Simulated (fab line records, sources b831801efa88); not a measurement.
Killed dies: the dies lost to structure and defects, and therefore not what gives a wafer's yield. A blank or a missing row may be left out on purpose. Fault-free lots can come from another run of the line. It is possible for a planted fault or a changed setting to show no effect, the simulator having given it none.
Chamber matching ; flow sky130 ; SKY_LI_CONTACT_CMP_02 on cmp-02: 4 sister chambers
The step polishes PSG. 8 wafers are shown with their chamber, then 12 later ones without.

EACH WAFER AND ITS CHAMBER
wafer;chamber;motor_current_A (A);time_to_endpoint_s (s)
L086.1;3;12.3;34.4
L086.3;2;11.2;33.3
L086.4;1;12.9;32.0
L086.5;0;13.2;35.5
L086.6;3;12.0;34.3
L088.1;1;12.2;35.1
L088.2;0;13.4;37.1
L088.3;2;11.5;32.6

WAFERS WHOSE CHAMBER IS MISSING
wafer;motor_current_A (A);time_to_endpoint_s (s)
L090.1;11.7;30.3
L090.3;13.0;35.2
L090.5;12.5;31.6
L092.1;13.4;41.0
L092.2;12.3;35.7
L092.5;13.1;41.2
L092.3;13.1;35.2
L092.4;11.3;34.9
L092.6;11.8;34.6
L094.1;11.7;33.9
L094.2;11.7;31.2
L094.4;13.2;33.0

WHICH CHAMBER EACH ONE RAN IN
wafer;from the rows above;in truth
L090.1;can't be placed: 2 or 3 or 1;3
L090.3;can't be placed: 0 or 1 or 3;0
L090.5;can't be placed: 1 or 3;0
L092.1;0;0
L092.2;can't be placed: 3 or 1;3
L092.5;0;0
L092.3;can't be placed: 0 or 1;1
L092.4;can't be placed: 2 or 3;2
L092.6;can't be placed: 3 or 2 or 1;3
L094.1;can't be placed: 2 or 3 or 1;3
L094.2;can't be placed: 2 or 3 or 1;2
L094.4;can't be placed: 1 or 0 or 3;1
Correctly placed: 2 of 12. Not placeable from these rows: 10 (in 9, the candidates include the true chamber). Number placed wrongly: 0.
How it was worked out, from the rows above alone: a wafer's distance from a chamber is the root of the sum, over the readings, of the square of ((its reading less the chamber's mean) divided by the reading's scatter). The wafer belongs to the nearest chamber; if the next one is less than 2 further off, it can't be placed. The mean given for a chamber averages the wafers shown for that chamber. The scatter is the square root of a quotient: the sum, over the shown wafers, of each reading's squared deviation from its chamber's mean, divided by wafers minus chambers.
